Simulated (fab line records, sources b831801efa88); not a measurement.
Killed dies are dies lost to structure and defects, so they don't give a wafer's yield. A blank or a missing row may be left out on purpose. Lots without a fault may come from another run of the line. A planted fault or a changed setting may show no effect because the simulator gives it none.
Split-lot experiment | flow sky130 | 5 lots, 23 wafers read, on a route of 708 steps

THE SPLIT
At SKY_LI_CONTACT_SPUTTER_20 (material TiN, target thk 20 nm, time 80 s), the setting time_s was moved away from the recipe's 80 s on 10 of the 23 wafers read, by -13.8% to +12.3%. The other wafers ran this setting at the recipe's value.

The reading is taken at the split's own step.

THE READING
TiN_of_LI_CONTACT_SPUTTER_20.thk_nm (the simulator's own value, which no gauge read), in nm, at SKY_LI_CONTACT_SPUTTER_20 (material TiN, target thk 20 nm, time 80 s). The file gives no usual value for it. The 13 wafers here that ran the recipe average 20.01 nm, standard deviation 0.18 nm.

wafer  | tool, chamber at the split | time_s as run, s | against the recipe | TiN_of_LI_CONTACT_SPUTTER_20.thk_nm, nm | against lot-mates on the recipe
L079.1 | pvd_sputter-01, -          | 70.46            | -11.9%             | 17.38                                   | -2.61
L079.2 | pvd_sputter-01, -          | 80               | recipe             | 20.1                                    | -
L079.3 | pvd_sputter-01, -          | 70.46            | -11.9%             | 17.55                                   | -2.44
L079.4 | pvd_sputter-01, -          | 80               | recipe             | 19.95                                   | -
L079.6 | pvd_sputter-01, -          | 80               | recipe             | 19.91                                   | -
L080.1 | pvd_sputter-01, -          | 75.4             | -5.7%              | 18.72                                   | -1.10
L080.2 | pvd_sputter-01, -          | 80               | recipe             | 19.93                                   | -
L080.4 | pvd_sputter-01, -          | 80               | recipe             | 19.81                                   | -
L080.5 | pvd_sputter-01, -          | 80               | recipe             | 19.73                                   | -
L080.6 | pvd_sputter-01, -          | 75.4             | -5.7%              | 18.85                                   | -0.97
L081.1 | pvd_sputter-04, -          | 80               | recipe             | 20.06                                   | -
L081.2 | pvd_sputter-04, -          | 80               | recipe             | 19.93                                   | -
L081.3 | pvd_sputter-04, -          | 80               | recipe             | 20.2                                    | -
L084.2 | pvd_sputter-04, -          | 68.95            | -13.8%             | 17.62                                   | -2.69
L084.3 | pvd_sputter-04, -          | 80               | recipe             | 20.18                                   | -
L084.4 | pvd_sputter-04, -          | 68.95            | -13.8%             | 17.74                                   | -2.57
L084.5 | pvd_sputter-04, -          | 80               | recipe             | 20.45                                   | -
L084.6 | pvd_sputter-04, -          | 68.95            | -13.8%             | 17.58                                   | -2.73
L085.1 | pvd_sputter-04, -          | 89.82            | +12.3%             | 22.28                                   | +2.34
L085.2 | pvd_sputter-04, -          | 80               | recipe             | 19.84                                   | -
L085.3 | pvd_sputter-04, -          | 80               | recipe             | 20.03                                   | -
L085.5 | pvd_sputter-04, -          | 89.82            | +12.3%             | 22.4                                    | +2.46
L085.6 | pvd_sputter-04, -          | 89.82            | +12.3%             | 22.14                                   | +2.20

THE FIT
A straight line over all 23 wafers: TiN_of_LI_CONTACT_SPUTTER_20.thk_nm changes by +0.186 nm for each +1% of time_s; r = +0.99; the points scatter about the line by 0.21 nm.
The same after taking each lot's own level away (the mean of its wafers on the recipe; 23 wafers): +0.195 nm for each +1%; r = +1.00; scatter 0.12 nm.
On that fit, the largest move of time_s shifts the reading by 2.7 nm.
The lots' own levels span 19.823 to 20.315 nm, that is 2.7 times the standard deviation above.
So the lot-to-lot level changes the slope little: the two slopes agree.
Check: with one of the wafers moved furthest among these (-13.8%) left out of the fit, the line predicts -2.71 nm for it against its lot-mates. It came out at -2.69 nm against them.

OTHER SPLITS ON THESE WAFERS
These wafers also went through other splits before the reading. Each is held against what the fit with the lots' levels taken away leaves over:
other split on the same wafers     | wafers away from the commonest value | r with TiN_of_LI_CONTACT_SPUTTER_20.thk_nm (lot level and that fit taken away)
SKY_LDD_LDN_IMPLANT_09 dose_cm2    | 7                                    | -0.04
SKY_SD_P_DEVELOP_06 develop_time_s | 7                                    | +0.03
SKY_SD_P_IMPLANT_09 energy_kev     | 9                                    | -0.07
SKY_SD_N_EXPOSE_04 dose_mj         | 5                                    | -0.06
SKY_SD_N_IMPLANT_10 energy_kev     | 7                                    | -0.46
SKY_LI_CONTACT_EXPOSE_09 dose_mj   | 6                                    | +0.44

THE FILE'S OWN FIT
TiN_of_LI_CONTACT_SPUTTER_20.thk_nm changes by +0.197 nm for each +1% of time_s, r = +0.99.
